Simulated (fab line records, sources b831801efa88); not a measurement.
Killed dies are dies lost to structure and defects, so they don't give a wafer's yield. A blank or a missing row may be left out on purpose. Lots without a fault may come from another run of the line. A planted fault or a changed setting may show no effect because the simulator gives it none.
A struck lot beside a sound one | flow gf180mcu | 14 steps out of a route of 602
Sound: wafers L804.2, L804.4, L804.6. Struck: wafers L801.2, L801.4, L801.6. The cause comes at the end.
At each step with rows: each side's tool, then ch and its chambers, then its first start. Under that, the readings that differ: sound wafers | struck wafers | difference of the means | sigmas: that difference in standard deviations of wafers without a fault.
alike: readings whose means differ by less than 2 such deviations, and words and numbers that are the same on both sides. not compared: withheld readings, readings that some wafer has no value for, bounds like >300 that may hide the same value, and numbers for which the record gives no deviation and whose values overlap.
The two part at a step that has a row with sigmas, a row that says differs or no value, or rows on one side only. Numbers that don't overlap but have no deviation are shown without sigmas and don't part them. A reading that every wafer of one side lacks parts them only if that side has two wafers or more.

first, 5 steps without rows for these wafers: GF_M5_COAT_02 (resist thk 1000 nm); GF_M5_SOFTBAKE_03 (time 60 s); GF_M5_EXPOSE_04 (exposes mask Metal5, target cd 280 nm); GF_M5_PEB_05 (peb time 90 s); GF_M5_DEVELOP_06 (develop time 60 s).
GF_M5_CD_MEAS_07: target cd 280 nm.
  sound on cd_sem-01, day 30 07:22; struck on cd_sem-01, day 29 06:31
  alike: cd_nm
GF_M5_OVL_MEAS_08:
  sound on overlay-02, day 30 07:28; struck on overlay-02, day 29 06:37
  alike: M5_OVL
GF_M5_ETCH_09: etches Si3N4 in CF4/O2, target depth 52 nm, time 11.6 s.
  sound on rie_diel-03 ch 1,2,3, day 30 07:29; struck on rie_diel-01 ch 0,3, day 29 06:39
  alike: drypump_motor_current_A, oes_product_au, throttle_valve_pct
  not compared: rf_hours_counter_h
GF_M5_METAL_ETCH_10: etches the open film in Cl2/BCl3, stops on SiO2, target depth 750.8 nm, time 125.1 s.
  sound on rie_metal-02 ch 0,1, day 30 07:31; struck on rie_metal-02 ch 0, day 29 06:43
  alike: drypump_motor_current_A, oes_product_au, throttle_valve_pct
  not compared: rf_hours_counter_h
GF_M5_STRIP_11: strips in O2/N2.
  sound on plasma_asher-01 ch 0, day 30 07:41; struck on plasma_asher-04 ch 0,1, day 29 06:56
  alike: drypump_motor_current_A, heater_power_w, oes_product_au, strip_time_to_endpoint_s
  not compared: rf_hours_counter_h
then, 2 steps without rows for these wafers: GF_M5_STRIP_12 (strips in post etch residue remover, time 1200 s); GF_M5_CLEAN_13 (cleans in DIW).
GF_V5_CVD_00: deposits SiO2, target thk 300 nm, time 50 s.
  sound on hdpcvd-02 ch 1,2, day 30 08:13; struck on hdpcvd-02 ch 0,1,2, day 29 07:29
  no value came back on the struck wafers for pressure_mtorr (mTorr), run_length_s (s); on the sound wafers pressure_mtorr (mTorr) reads 5.991 6.006 5.989
GF_PASSIVATION_PROBE_99:
  the record has rows for the sound wafers here (prober-02, day 32 16:08) and none for the struck ones

WHERE THEY PART
First at GF_V5_CVD_00; last, within this record, at GF_PASSIVATION_PROBE_99.

WHY: what the simulator had put in
Skipped step whole: hdpcvd-02, from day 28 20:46 on, at GF_V5_CVD_00. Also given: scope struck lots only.
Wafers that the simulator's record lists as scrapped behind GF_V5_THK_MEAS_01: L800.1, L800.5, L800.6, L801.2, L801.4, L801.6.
